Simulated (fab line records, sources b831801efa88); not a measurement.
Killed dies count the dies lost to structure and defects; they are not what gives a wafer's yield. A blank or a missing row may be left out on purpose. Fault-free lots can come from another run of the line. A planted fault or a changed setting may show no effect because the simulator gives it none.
A sampling plan put to the test / flow sfqLine / one fab line, 47 faults that these records tell of, each judged on the records of the lots that it struck; 1 more is left out, because the records don't allow judging it
The line's own looks make up the plan; these are the steps of the route where a gauge or inspection reads the wafer and leaves it unchanged. A look can be judged if struck wafers have a number there and the file gives its usual mean and standard deviation on fault-free wafers. Caught: a look later than the fault's first step finds the struck wafers' mean 4 or more of those standard deviations (sigma) from the usual mean. On the tool: the same test on the tool's own readings at the fault's steps. Caught also covers a different recipe on the struck wafers, or a record left blank for those wafers only.

## THE FAULTS, as the simulator had put them in
1. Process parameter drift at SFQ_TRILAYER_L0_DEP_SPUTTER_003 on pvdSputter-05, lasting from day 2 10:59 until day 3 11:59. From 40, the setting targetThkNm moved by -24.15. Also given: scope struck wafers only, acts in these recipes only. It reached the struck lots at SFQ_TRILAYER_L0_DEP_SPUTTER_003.
2. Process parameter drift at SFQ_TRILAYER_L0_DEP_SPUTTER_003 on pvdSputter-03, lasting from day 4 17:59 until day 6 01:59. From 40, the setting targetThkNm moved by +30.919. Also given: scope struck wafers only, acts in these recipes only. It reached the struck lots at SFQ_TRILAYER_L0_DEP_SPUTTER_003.
3. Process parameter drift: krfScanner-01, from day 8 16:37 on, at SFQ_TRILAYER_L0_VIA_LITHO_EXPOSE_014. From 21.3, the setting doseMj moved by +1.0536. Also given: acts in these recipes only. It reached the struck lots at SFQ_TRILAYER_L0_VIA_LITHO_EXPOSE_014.
4. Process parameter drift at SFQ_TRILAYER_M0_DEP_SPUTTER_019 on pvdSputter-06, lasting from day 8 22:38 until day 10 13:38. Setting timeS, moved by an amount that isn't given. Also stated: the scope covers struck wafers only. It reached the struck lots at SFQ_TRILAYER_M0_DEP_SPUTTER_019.
5. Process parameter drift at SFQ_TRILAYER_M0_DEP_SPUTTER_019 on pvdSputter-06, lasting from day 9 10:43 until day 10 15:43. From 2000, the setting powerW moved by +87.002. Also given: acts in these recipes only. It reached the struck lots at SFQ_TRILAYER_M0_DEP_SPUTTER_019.
6. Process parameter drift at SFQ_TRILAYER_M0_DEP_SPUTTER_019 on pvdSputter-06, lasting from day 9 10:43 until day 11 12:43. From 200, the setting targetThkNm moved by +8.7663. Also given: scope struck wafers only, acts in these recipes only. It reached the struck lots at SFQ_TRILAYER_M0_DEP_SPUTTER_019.
7. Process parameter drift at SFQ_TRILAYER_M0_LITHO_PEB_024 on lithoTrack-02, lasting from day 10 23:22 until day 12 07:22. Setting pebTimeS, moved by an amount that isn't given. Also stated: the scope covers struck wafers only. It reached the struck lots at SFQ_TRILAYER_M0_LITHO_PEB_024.
8. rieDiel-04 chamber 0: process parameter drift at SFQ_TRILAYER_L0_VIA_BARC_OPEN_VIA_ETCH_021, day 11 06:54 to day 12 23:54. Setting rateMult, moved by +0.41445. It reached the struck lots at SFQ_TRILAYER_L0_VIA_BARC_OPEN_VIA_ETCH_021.
9. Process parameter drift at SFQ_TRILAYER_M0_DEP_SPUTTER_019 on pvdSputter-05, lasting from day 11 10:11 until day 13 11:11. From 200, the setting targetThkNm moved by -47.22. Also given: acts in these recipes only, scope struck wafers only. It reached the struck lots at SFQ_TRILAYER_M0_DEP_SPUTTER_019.
10. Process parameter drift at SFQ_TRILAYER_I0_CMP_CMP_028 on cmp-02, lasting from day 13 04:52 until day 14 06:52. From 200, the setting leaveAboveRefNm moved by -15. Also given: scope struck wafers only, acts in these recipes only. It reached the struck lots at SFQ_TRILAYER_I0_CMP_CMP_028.
11. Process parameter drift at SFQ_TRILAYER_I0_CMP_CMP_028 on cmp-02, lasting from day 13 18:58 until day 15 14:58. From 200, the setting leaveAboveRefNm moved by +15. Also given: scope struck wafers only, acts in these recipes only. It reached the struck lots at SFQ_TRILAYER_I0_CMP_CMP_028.
12. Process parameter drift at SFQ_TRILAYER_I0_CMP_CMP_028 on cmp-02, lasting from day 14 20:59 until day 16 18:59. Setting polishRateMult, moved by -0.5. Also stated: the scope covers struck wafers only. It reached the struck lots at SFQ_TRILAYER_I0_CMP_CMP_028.
13. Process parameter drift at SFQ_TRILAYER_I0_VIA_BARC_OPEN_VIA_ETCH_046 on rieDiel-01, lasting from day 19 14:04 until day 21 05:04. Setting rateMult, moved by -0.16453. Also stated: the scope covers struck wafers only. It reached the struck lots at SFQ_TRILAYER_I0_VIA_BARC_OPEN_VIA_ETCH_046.
14. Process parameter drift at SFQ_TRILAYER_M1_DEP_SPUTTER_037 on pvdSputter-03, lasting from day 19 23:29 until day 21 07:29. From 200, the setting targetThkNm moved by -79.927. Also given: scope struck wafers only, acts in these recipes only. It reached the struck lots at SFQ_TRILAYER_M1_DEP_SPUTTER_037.
15. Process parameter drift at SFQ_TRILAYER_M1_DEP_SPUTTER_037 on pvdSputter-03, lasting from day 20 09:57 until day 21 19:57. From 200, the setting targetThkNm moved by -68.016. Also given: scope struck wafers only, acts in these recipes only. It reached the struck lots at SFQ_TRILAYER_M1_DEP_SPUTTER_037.
16. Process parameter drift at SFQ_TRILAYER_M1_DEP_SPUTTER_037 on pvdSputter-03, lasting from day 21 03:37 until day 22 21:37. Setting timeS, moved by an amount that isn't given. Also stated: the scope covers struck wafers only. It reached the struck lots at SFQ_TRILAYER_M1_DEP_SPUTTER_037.
17. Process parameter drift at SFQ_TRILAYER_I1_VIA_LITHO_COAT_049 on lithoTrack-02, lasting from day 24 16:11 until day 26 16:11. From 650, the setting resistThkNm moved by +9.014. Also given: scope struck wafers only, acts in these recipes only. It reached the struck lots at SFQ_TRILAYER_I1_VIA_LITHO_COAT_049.
18. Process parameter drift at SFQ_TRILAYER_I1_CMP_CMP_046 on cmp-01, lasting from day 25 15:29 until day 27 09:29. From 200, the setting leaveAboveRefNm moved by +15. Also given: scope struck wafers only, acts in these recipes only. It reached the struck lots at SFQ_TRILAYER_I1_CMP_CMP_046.
19. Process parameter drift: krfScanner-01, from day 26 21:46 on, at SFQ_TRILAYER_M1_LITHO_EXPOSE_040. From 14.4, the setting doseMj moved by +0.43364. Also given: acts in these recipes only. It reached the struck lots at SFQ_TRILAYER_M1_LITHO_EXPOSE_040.
20. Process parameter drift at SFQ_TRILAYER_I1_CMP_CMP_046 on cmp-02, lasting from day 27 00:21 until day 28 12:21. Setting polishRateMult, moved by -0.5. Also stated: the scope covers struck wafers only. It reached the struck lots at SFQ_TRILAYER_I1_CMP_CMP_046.
21. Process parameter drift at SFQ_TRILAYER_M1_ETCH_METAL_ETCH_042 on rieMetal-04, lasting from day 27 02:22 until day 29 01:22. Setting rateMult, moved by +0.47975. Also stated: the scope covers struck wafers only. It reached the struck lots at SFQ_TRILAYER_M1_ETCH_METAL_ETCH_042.
22. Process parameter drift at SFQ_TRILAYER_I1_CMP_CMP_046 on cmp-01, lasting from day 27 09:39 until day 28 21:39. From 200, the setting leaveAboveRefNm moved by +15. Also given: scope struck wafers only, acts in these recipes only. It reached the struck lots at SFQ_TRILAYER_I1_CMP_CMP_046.
23. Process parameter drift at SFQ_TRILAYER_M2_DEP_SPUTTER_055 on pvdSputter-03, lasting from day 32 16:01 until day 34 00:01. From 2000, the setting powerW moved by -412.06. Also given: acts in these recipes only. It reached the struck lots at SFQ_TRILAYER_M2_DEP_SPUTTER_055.
24. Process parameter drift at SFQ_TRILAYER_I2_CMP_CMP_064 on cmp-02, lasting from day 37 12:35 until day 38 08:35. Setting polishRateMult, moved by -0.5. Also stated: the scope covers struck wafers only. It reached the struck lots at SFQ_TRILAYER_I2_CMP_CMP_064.
25. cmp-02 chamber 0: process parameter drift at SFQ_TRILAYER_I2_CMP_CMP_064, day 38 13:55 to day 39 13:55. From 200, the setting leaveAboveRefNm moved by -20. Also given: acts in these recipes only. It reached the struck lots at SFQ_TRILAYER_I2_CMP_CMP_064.
26. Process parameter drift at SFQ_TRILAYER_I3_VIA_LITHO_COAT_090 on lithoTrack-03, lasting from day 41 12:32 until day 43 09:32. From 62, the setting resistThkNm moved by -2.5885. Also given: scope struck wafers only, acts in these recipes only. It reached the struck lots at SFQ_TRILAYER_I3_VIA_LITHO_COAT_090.
27. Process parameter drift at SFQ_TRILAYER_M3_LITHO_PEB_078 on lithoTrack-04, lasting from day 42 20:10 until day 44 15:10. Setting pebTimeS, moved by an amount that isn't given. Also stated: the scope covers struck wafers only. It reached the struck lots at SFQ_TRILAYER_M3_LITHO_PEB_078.
28. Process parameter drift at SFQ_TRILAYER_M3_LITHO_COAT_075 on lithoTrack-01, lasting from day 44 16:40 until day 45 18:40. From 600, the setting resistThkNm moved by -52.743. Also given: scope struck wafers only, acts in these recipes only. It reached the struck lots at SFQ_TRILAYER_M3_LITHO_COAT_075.
29. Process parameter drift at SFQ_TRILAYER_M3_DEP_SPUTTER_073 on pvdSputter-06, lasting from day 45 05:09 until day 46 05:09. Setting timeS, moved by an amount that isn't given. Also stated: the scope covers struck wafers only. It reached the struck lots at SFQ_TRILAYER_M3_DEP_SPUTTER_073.
30. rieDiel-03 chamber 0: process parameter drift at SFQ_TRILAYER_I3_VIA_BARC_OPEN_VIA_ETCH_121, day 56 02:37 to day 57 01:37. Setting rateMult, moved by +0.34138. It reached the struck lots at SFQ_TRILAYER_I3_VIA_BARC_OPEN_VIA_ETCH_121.
31. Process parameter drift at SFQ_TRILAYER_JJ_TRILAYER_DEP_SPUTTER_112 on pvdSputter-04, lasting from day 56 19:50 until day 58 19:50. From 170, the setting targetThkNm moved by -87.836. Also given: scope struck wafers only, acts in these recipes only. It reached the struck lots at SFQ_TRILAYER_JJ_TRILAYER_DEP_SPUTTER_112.
32. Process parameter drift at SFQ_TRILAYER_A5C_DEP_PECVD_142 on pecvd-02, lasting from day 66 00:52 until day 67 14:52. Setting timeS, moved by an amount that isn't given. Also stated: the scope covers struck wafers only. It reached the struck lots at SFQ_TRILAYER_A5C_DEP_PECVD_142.
33. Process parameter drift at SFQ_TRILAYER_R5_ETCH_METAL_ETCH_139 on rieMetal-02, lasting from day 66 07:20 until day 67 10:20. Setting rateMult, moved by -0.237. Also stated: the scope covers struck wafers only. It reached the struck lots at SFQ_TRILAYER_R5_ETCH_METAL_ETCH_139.
34. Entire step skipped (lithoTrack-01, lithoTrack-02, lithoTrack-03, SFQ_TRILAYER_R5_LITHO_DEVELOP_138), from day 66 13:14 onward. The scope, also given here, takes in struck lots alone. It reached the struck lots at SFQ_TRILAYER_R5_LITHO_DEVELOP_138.
35. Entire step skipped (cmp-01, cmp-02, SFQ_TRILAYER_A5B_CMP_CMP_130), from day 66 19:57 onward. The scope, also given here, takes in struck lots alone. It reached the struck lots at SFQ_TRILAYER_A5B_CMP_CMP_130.
36. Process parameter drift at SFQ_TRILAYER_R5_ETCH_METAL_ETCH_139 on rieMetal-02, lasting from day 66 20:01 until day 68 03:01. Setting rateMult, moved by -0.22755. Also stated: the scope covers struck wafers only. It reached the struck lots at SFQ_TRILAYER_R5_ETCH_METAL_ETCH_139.
37. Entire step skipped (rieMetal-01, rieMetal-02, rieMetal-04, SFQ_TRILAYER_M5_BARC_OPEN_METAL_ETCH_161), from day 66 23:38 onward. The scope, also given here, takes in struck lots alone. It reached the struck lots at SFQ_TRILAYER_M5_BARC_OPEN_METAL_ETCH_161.
38. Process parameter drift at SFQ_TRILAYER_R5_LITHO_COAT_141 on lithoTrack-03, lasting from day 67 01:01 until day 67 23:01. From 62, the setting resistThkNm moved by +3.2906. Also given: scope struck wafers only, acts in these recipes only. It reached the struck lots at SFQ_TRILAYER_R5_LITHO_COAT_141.
39. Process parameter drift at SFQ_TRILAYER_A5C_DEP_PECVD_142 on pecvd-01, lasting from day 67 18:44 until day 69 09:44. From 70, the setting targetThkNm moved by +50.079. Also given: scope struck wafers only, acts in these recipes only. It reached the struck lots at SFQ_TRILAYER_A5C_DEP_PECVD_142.
40. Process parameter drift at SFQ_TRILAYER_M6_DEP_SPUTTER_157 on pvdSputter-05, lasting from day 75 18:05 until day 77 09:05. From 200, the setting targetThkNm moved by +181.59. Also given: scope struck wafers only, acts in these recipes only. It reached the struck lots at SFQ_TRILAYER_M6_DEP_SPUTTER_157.
41. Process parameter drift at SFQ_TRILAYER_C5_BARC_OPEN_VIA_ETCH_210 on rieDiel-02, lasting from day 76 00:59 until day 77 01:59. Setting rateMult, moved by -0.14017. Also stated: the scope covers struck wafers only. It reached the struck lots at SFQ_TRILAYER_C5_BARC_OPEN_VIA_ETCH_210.
42. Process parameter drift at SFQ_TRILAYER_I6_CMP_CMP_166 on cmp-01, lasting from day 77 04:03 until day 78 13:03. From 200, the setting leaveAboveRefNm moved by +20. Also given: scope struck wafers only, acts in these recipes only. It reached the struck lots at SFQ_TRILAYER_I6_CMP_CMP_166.
43. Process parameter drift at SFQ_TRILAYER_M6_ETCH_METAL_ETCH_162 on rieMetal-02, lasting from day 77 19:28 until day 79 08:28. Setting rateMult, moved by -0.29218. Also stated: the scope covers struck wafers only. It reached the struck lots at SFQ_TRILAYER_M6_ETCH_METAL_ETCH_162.
44. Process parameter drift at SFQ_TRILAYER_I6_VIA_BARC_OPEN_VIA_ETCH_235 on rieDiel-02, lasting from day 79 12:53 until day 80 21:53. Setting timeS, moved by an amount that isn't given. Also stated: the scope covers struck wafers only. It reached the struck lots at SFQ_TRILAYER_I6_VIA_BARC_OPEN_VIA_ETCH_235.
45. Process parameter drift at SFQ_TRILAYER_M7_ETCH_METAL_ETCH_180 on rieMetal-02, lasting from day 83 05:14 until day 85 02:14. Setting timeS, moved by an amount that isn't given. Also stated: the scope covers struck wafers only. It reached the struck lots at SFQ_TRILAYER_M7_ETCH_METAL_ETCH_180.
46. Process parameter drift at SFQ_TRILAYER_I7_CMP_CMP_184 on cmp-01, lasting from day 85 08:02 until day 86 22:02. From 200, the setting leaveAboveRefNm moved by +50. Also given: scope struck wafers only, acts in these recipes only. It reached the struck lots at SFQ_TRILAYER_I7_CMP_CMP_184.
47. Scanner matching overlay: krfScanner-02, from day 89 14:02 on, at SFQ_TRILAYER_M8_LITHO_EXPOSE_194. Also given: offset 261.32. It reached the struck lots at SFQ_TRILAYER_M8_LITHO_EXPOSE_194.

## WHAT THE PLAN SAW
fault=1; on the tool itself=under 2 sigma; first look that catches it=SFQ_L0_RS_MEAS_901; reading, sigma=L0_MONX_KI_RS +99 or beyond; median hours from its first step to that look=0.1; hours from the fault's start to the first struck lot there=3; judged looks passed uncaught=0
fault=2; on the tool itself=under 2 sigma; first look that catches it=SFQ_L0_RS_MEAS_901; reading, sigma=L0_MONX_KI_RS -44; median hours from its first step to that look=0.1; hours from the fault's start to the first struck lot there=3; judged looks passed uncaught=0
fault=3; on the tool itself=exposureDoseMJCm2 +52 sigma; first look that catches it=not the one look that can be judged after it; reading, sigma=-; median hours from its first step to that look=-; hours from the fault's start to the first struck lot there=-; judged looks passed uncaught=1
fault=4; on the tool itself=under 2 sigma; first look that catches it=SFQ_M0_RS_MEAS_904; reading, sigma=M0_NB_RS +17; median hours from its first step to that look=0.1; hours from the fault's start to the first struck lot there=3; judged looks passed uncaught=0
fault=5; on the tool itself=cathodeDcPowerW +99 or beyond sigma; first look that catches it=none of the 3 looks that can be judged after it; reading, sigma=strongest: M0_NB_RS at SFQ_M0_RS_MEAS_904, -3.8; median hours from its first step to that look=-; hours from the fault's start to the first struck lot there=-; judged looks passed uncaught=3
fault=6; on the tool itself=under 2 sigma; first look that catches it=SFQ_M0_RS_MEAS_904; reading, sigma=M0_NB_RS -4.1; median hours from its first step to that look=0.1; hours from the fault's start to the first struck lot there=10; judged looks passed uncaught=0
fault=7; on the tool itself=heaterPowerTotalW +29 sigma; first look that catches it=not the one look that can be judged after it; reading, sigma=-; median hours from its first step to that look=-; hours from the fault's start to the first struck lot there=-; judged looks passed uncaught=1
fault=8; on the tool itself=under 2 sigma; first look that catches it=no look after it can be judged; reading, sigma=-; median hours from its first step to that look=-; hours from the fault's start to the first struck lot there=-; judged looks passed uncaught=0
fault=9; on the tool itself=under 2 sigma; first look that catches it=SFQ_M0_RS_MEAS_904; reading, sigma=M0_NB_RS +33; median hours from its first step to that look=0.1; hours from the fault's start to the first struck lot there=25; judged looks passed uncaught=0
fault=10; on the tool itself=only faintly: timeToEndpointS +2.0 sigma; first look that catches it=not the one look that can be judged after it; reading, sigma=-; median hours from its first step to that look=-; hours from the fault's start to the first struck lot there=-; judged looks passed uncaught=1
fault=11; on the tool itself=under 2 sigma; first look that catches it=none of the 2 looks that can be judged after it; reading, sigma=-; median hours from its first step to that look=-; hours from the fault's start to the first struck lot there=-; judged looks passed uncaught=2
fault=12; on the tool itself=timeToEndpointS +8.5 sigma; first look that catches it=not the one look that can be judged after it; reading, sigma=-; median hours from its first step to that look=-; hours from the fault's start to the first struck lot there=-; judged looks passed uncaught=1
fault=13; on the tool itself=under 2 sigma; first look that catches it=no look after it can be judged; reading, sigma=-; median hours from its first step to that look=-; hours from the fault's start to the first struck lot there=-; judged looks passed uncaught=0
fault=14; on the tool itself=under 2 sigma; first look that catches it=SFQ_M1_RS_MEAS_909; reading, sigma=M1_NB_RS +77; median hours from its first step to that look=0.1; hours from the fault's start to the first struck lot there=18; judged looks passed uncaught=0
fault=15; on the tool itself=under 2 sigma; first look that catches it=SFQ_M1_RS_MEAS_909; reading, sigma=M1_NB_RS +60; median hours from its first step to that look=0.1; hours from the fault's start to the first struck lot there=8; judged looks passed uncaught=0
fault=16; on the tool itself=under 2 sigma; first look that catches it=SFQ_M1_RS_MEAS_909; reading, sigma=M1_NB_RS -40; median hours from its first step to that look=0.1; hours from the fault's start to the first struck lot there=32; judged looks passed uncaught=0
fault=17; on the tool itself=no reading that can be judged; first look that catches it=not the one look that can be judged after it; reading, sigma=-; median hours from its first step to that look=-; hours from the fault's start to the first struck lot there=-; judged looks passed uncaught=1
fault=18; on the tool itself=only faintly: timeToEndpointS -2.0 sigma; first look that catches it=not the one look that can be judged after it; reading, sigma=-; median hours from its first step to that look=-; hours from the fault's start to the first struck lot there=-; judged looks passed uncaught=1
fault=19; on the tool itself=exposureDoseMJCm2 +26 sigma; first look that catches it=not the one look that can be judged after it; reading, sigma=-; median hours from its first step to that look=-; hours from the fault's start to the first struck lot there=-; judged looks passed uncaught=1
fault=20; on the tool itself=timeToEndpointS +8.9 sigma; first look that catches it=not the one look that can be judged after it; reading, sigma=-; median hours from its first step to that look=-; hours from the fault's start to the first struck lot there=-; judged looks passed uncaught=1
fault=21; on the tool itself=under 2 sigma; first look that catches it=no look after it can be judged; reading, sigma=-; median hours from its first step to that look=-; hours from the fault's start to the first struck lot there=-; judged looks passed uncaught=0
fault=22; on the tool itself=under 2 sigma; first look that catches it=no look after it can be judged; reading, sigma=-; median hours from its first step to that look=-; hours from the fault's start to the first struck lot there=-; judged looks passed uncaught=0
fault=23; on the tool itself=cathodeDcPowerW -99 or beyond sigma; first look that catches it=SFQ_M2_RS_MEAS_914; reading, sigma=M2_NB_RS +25; median hours from its first step to that look=0.1; hours from the fault's start to the first struck lot there=2; judged looks passed uncaught=0
fault=24; on the tool itself=timeToEndpointS +10 sigma; first look that catches it=no look after it can be judged; reading, sigma=-; median hours from its first step to that look=-; hours from the fault's start to the first struck lot there=-; judged looks passed uncaught=0
fault=25; on the tool itself=under 2 sigma; first look that catches it=not the one look that can be judged after it; reading, sigma=-; median hours from its first step to that look=-; hours from the fault's start to the first struck lot there=-; judged looks passed uncaught=1
fault=26; on the tool itself=under 2 sigma; first look that catches it=not the one look that can be judged after it; reading, sigma=-; median hours from its first step to that look=-; hours from the fault's start to the first struck lot there=-; judged looks passed uncaught=1
fault=27; on the tool itself=heaterPowerTotalW +92 sigma; first look that catches it=not the one look that can be judged after it; reading, sigma=-; median hours from its first step to that look=-; hours from the fault's start to the first struck lot there=-; judged looks passed uncaught=1
fault=28; on the tool itself=under 2 sigma; first look that catches it=not the one look that can be judged after it; reading, sigma=-; median hours from its first step to that look=-; hours from the fault's start to the first struck lot there=-; judged looks passed uncaught=1
fault=29; on the tool itself=under 2 sigma; first look that catches it=SFQ_M3_RS_MEAS_919; reading, sigma=M3_NB_RS +7.5; median hours from its first step to that look=0.1; hours from the fault's start to the first struck lot there=7; judged looks passed uncaught=0
fault=30; on the tool itself=under 2 sigma; first look that catches it=no look after it can be judged; reading, sigma=-; median hours from its first step to that look=-; hours from the fault's start to the first struck lot there=-; judged looks passed uncaught=0
fault=31; on the tool itself=under 2 sigma; first look that catches it=SFQ_JJ_RS_MEAS_929; reading, sigma=JJ_NB_RS +99 or beyond; median hours from its first step to that look=0.1; hours from the fault's start to the first struck lot there=8; judged looks passed uncaught=0
fault=32; on the tool itself=under 2 sigma; first look that catches it=no look after it can be judged; reading, sigma=-; median hours from its first step to that look=-; hours from the fault's start to the first struck lot there=-; judged looks passed uncaught=0
fault=33; on the tool itself=oesProductAu -25 sigma; first look that catches it=none of the 4 looks that can be judged after it; reading, sigma=-; median hours from its first step to that look=-; hours from the fault's start to the first struck lot there=-; judged looks passed uncaught=4
fault=34; on the tool itself=no reading that can be judged; first look that catches it=no look after it can be judged; reading, sigma=-; median hours from its first step to that look=-; hours from the fault's start to the first struck lot there=-; judged looks passed uncaught=0
fault=35; on the tool itself=the tool's record is blank for the struck wafers; first look that catches it=no look after it can be judged; reading, sigma=-; median hours from its first step to that look=-; hours from the fault's start to the first struck lot there=-; judged looks passed uncaught=0
fault=36; on the tool itself=oesProductAu -25 sigma; first look that catches it=none of the 4 looks that can be judged after it; reading, sigma=-; median hours from its first step to that look=-; hours from the fault's start to the first struck lot there=-; judged looks passed uncaught=4
fault=37; on the tool itself=the tool's record is blank for the struck wafers; first look that catches it=no look after it can be judged; reading, sigma=-; median hours from its first step to that look=-; hours from the fault's start to the first struck lot there=-; judged looks passed uncaught=0
fault=38; on the tool itself=under 2 sigma; first look that catches it=not the one look that can be judged after it; reading, sigma=-; median hours from its first step to that look=-; hours from the fault's start to the first struck lot there=-; judged looks passed uncaught=1
fault=39; on the tool itself=under 2 sigma; first look that catches it=no look after it can be judged; reading, sigma=-; median hours from its first step to that look=-; hours from the fault's start to the first struck lot there=-; judged looks passed uncaught=0
fault=40; on the tool itself=under 2 sigma; first look that catches it=SFQ_M6_RS_MEAS_938; reading, sigma=M6_NB_RS -50; median hours from its first step to that look=0.1; hours from the fault's start to the first struck lot there=5; judged looks passed uncaught=0
fault=41; on the tool itself=under 2 sigma; first look that catches it=no look after it can be judged; reading, sigma=-; median hours from its first step to that look=-; hours from the fault's start to the first struck lot there=-; judged looks passed uncaught=0
fault=42; on the tool itself=only faintly: timeToEndpointS -2.0 sigma; first look that catches it=no look after it can be judged; reading, sigma=-; median hours from its first step to that look=-; hours from the fault's start to the first struck lot there=-; judged looks passed uncaught=0
fault=43; on the tool itself=oesProductAu -10 sigma; first look that catches it=none of the 5 looks that can be judged after it; reading, sigma=-; median hours from its first step to that look=-; hours from the fault's start to the first struck lot there=-; judged looks passed uncaught=5
fault=44; on the tool itself=oesProductAu +9.7 sigma; first look that catches it=no look after it can be judged; reading, sigma=-; median hours from its first step to that look=-; hours from the fault's start to the first struck lot there=-; judged looks passed uncaught=0
fault=45; on the tool itself=runLengthS +7.0 sigma; first look that catches it=no look after it can be judged; reading, sigma=-; median hours from its first step to that look=-; hours from the fault's start to the first struck lot there=-; judged looks passed uncaught=0
fault=46; on the tool itself=timeToEndpointS -5.8 sigma; first look that catches it=no look after it can be judged; reading, sigma=-; median hours from its first step to that look=-; hours from the fault's start to the first struck lot there=-; judged looks passed uncaught=0
fault=47; on the tool itself=under 2 sigma; first look that catches it=SFQ_M8_OVL_MEAS_948; reading, sigma=M8_OVL +49; median hours from its first step to that look=1.5; hours from the fault's start to the first struck lot there=4; judged looks passed uncaught=0
A dash: the fault is not caught, or the number is missing from these records.

Caught at a look: 13 of 47. Caught on the tool: 17 of 47. By one or the other: 29 of 47.
Faults caught by the tool alone: 3, 5, 7, 12, 19, 20, 24, 27, 33, 35, 36, 37, 43, 44, 45, 46.
Caught at a look alone: faults 1, 2, 4, 6, 9, 14, 15, 16, 29, 31, 40, 47.
Caught by neither: faults 8, 10, 11, 13, 17, 18, 21, 22, 25, 26, 28, 30, 32, 34, 38, 39, 41, 42.

## THINNER SAMPLING
If the look that catches a fault measured only every second or every third lot, by lot number, the first struck lot would be measured this late in the worst case:
fault=1; struck lots at that look, in order of time=L643, L646; every lot=3 h; every second lot=18 h; every third lot=may miss all 2
fault=2; struck lots at that look, in order of time=L445, L449; every lot=3 h; every second lot=may miss all 2; every third lot=may miss all 2
fault=4; struck lots at that look, in order of time=L721, L723; every lot=3 h; every second lot=may miss all 2; every third lot=may miss all 2
fault=6; struck lots at that look, in order of time=L244; every lot=10 h; every second lot=may miss it; every third lot=may miss it
fault=9; struck lots at that look, in order of time=L581; every lot=25 h; every second lot=may miss it; every third lot=may miss it
fault=14; struck lots at that look, in order of time=L487; every lot=18 h; every second lot=may miss it; every third lot=may miss it
fault=15; struck lots at that look, in order of time=L474, L475; every lot=8 h; every second lot=28 h; every third lot=may miss all 2
fault=16; struck lots at that look, in order of time=L285; every lot=32 h; every second lot=may miss it; every third lot=may miss it
fault=23; struck lots at that look, in order of time=L660, L662; every lot=2 h; every second lot=may miss all 2; every third lot=may miss all 2
fault=29; struck lots at that look, in order of time=L865, L868; every lot=7 h; every second lot=13 h; every third lot=may miss all 2
fault=31; struck lots at that look, in order of time=L781; every lot=8 h; every second lot=may miss it; every third lot=may miss it
fault=40; struck lots at that look, in order of time=L491, L494; every lot=5 h; every second lot=16 h; every third lot=may miss all 2
fault=47; struck lots at that look, in order of time=L583, L584, L585; every lot=4 h; every second lot=7 h; every third lot=9 h
The hour figures run from when the fault began to the first measured lot among those it struck. The test against the limit of 4 sigma pooled every struck wafer, which means one lot taken alone may stay below that limit. Other struck lots may not be in these records.

## THE LONGEST TIMED WAY FROM STEP TO LOOK
In fault 47, a median of 1.5 hours elapses between SFQ_TRILAYER_M8_LITHO_EXPOSE_194 and SFQ_M8_OVL_MEAS_948. No look between them can be judged.
